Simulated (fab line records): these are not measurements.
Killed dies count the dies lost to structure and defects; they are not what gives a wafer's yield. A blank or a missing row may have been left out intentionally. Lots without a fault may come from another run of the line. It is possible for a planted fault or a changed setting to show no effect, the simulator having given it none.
Problem report in the 8D (eight disciplines) form, filled by code -- flow sky130 -- the parts of the form that need people (team, actions taken, sign-off) are left out

== 1. PROBLEM STATEMENT ==
CAPM_CVD_00_THK at SKY_CAPM_THK_MEAS_01 reads a mean of 16.9 nm on 1 wafer of 1 lot; wafers without a fault read 15.5 nm with a standard deviation of 0.32. Relative to the usual mean, that is a shift of +4.4 standard deviations.
First seen on wafer L219.3, day 38 16:09, on film_metro-03. The record has a number at this step for 33 wafers belonging to 11 lots. The rule behind "out" and "out of limits": a value lying over 4 standard deviations away from the usual mean. The rest of the wafers with a number are treated as sound.

== 2. WHAT IT IS; WHAT IT IS NOT ==
question,is,is not
which readings at this step,CAPM_CVD_00_THK,-
which lots,L219,"L213, L226, L229, L230, L231, L232, L233, L234, L235, L236"
which wafers of those lots,L219.3,"L219.2, L219.4"
read on which gauges,film_metro-03,"film_metro-01, film_metro-04"
when,from day 38 16:09,"up to then (5 sound wafers); but 27 sound wafers of L226, L229, L230, L231, L232, L233, L234, L235, L236 came after"

== 3. THE SUSPECTS, EACH WITH WHAT RULES IT OUT ==
Counting: a tool at a process step up to the reading stays a suspect if it ran every lot that is out. Sound lots after the first of them don't rule it out here, since some wafers of a struck lot are sound.
- the gauge at SKY_CAPM_THK_MEAS_01 is ruled out. All the wafers that are out were read on film_metro-03, but those of them that SKY_METAL3_ETCH_17 has rows for are out there too, on other tools.
- cvd_w-01 at SKY_VIA2_CVD_21 (deposits W, target thk 420 nm, time 126.4 s): kept. It ran the lot that is out, L219 (day 38 15:22); its last sound lot up to then is L213 (day 36 13:09).
- pecvd-01 at SKY_CAPM_CVD_00 (deposits SiO2, target thk 15.5 nm): kept. It ran the lot that is out, L219 (day 38 16:07).
- Within pecvd-01 at SKY_CAPM_CVD_00, the wafers that are out were processed in chamber 1 and their sound lot-mates in chamber 2.
Left after counting: cvd_w-01 at SKY_VIA2_CVD_21, pecvd-01 at SKY_CAPM_CVD_00.

== 4. THE CAUSE (what the simulator had put in) ==
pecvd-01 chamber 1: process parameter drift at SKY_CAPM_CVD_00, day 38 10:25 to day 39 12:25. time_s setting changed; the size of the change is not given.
Counting left 2 suspects, and this tool is among them.

== 5. THE EFFECT CHAIN, in route order ==
Rows list readings where the struck wafers' mean (over those with a number) sits beyond 3 standard deviations from the usual. Only readings for which the record gives a usual standard deviation are gone through. hours: the time from each lot's start at the first step in this table that gives one to its start at this step, as a median over the lots. sigmas: the change in usual standard deviations.
hours,step,reading,usual,on struck wafers,change,sigmas
0,SKY_CAPM_THK_MEAS_01,CAPM_CVD_00_THK,15.5 nm,16.9,+1.4,+4.4
50,SKY_METAL3_ETCH_17,oes_product_au,0.754 a.u.,0.792,+0.038,+4.4
Process steps it contains:
- SKY_METAL3_ETCH_17: etches SiO2 in C4F8/O2/Ar, stops on TiN, time 3.9 s, target depth 15 nm.
Later measuring or inspecting steps at which every struck wafer that the step has a row for has a number for every such reading, and none has moved that far: SKY_CAPM_THK_MEAS_04.

== 6. HOW IT WOULD HAVE BEEN CAUGHT EARLIER ==
Counted from the fault's start at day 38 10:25, it took 6 hours until the first out-of-limits reading at a measuring or inspecting step in this record, taken at day 38 16:09.
An alarm limit of 4 standard deviations would not have fired on the tool readings at SKY_CAPM_CVD_00 for which the record gives a usual standard deviation, since none of them was out on any struck wafer.
All the lots that are out (1) had begun SKY_CAPM_CVD_00 on pecvd-01 by day 38 16:09. Had the tool been put on hold then, not one of them would have been saved.
